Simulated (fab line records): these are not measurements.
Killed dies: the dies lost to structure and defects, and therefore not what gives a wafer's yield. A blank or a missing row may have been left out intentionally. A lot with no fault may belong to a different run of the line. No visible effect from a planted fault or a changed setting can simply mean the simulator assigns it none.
8D (eight disciplines) problem report, filled in by code ; flow sky130 ; the parts of the form that need people (team, actions taken, sign-off) are left out

## 1. WHAT IS WRONG
cdNm at SKY_VT_ADJUST_NCORE_CD_MEAS_07 reads a mean of 289.1 nm on 6 wafers of 2 lots; wafers without a fault read 379.4 nm with a standard deviation of 1.9. That is -48 standard deviations from the usual mean.
The step: target cd 380 nm.
Seen first at day 11 07:57 on cdSem-02, wafer L458.1. The record holds 42 wafers of 14 lots with a number at this step. Rule for "out", or "out of limits": more than 4 standard deviations from the usual mean. All remaining wafers that have a number are taken as sound.

## 2. WHAT IT IS AND WHAT IT IS NOT
question;is;is not
which readings at this step;cdNm;-
which lots;L458, L461;L449, L450, L452, L453, L454, L456, L459, L463, L468, L469, L470, L471
which wafers of those lots;all that have a number;-
read on which gauges;cdSem-02;cdSem-01
when;from day 11 07:57;"up to then (18 sound wafers); but 18 sound wafers of L459, L463, L468, L469, L470, L471 came after"

## 3. THE SUSPECTS, EACH WITH WHAT RULES IT OUT
Counting: a tool at any process step up to the reading remains a suspect when it ran all the lots that are out and ran no sound lot after the first of those.
- the gauge at SKY_VT_ADJUST_NCORE_CD_MEAS_07: kept. All the wafers that are out were read on cdSem-02, and no step on other tools shows them out.
- lithoTrack-03 at SKY_VT_ADJUST_NCORE_DEVELOP_06 (develop time 60 s): ruled out as a lasting fault. The sound lots L470 went through it after L458, its earliest lot that is out (day 11 07:48).
Remaining after the count: cdSem-02 at SKY_VT_ADJUST_NCORE_CD_MEAS_07.

## 4. THE CAUSE (what the simulator had put in)
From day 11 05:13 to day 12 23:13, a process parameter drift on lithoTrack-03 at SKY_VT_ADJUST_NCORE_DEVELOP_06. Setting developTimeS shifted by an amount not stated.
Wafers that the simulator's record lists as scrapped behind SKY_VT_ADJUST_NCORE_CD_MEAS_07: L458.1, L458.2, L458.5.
Counting ruled it out, wrongly: the rule takes a fault to strike every lot that its tool runs from its start on, and this one did not.

## 5. SEQUENCE OF EFFECTS, ordered by route
One row per reading whose mean, taken over the struck wafers that have a number, lies over 3 standard deviations from the usual. Scope: only readings with a usual standard deviation given in the record; hours: median across lots of the time from each lot's start at the first step in this table that gives one to its start at this step; sigmas: change in usual standard deviations.
hours;step;reading;usual;on struck wafers;change;sigmas
0;SKY_VT_ADJUST_NCORE_CD_MEAS_07;cdNm;379.4 nm;289.1;-90.3;-48

## 6. HOW IT WOULD HAVE BEEN CAUGHT EARLIER
In this record the first reading out of limits at a measuring or inspecting step was taken at day 11 07:57, 3 hours after the fault began at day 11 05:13.
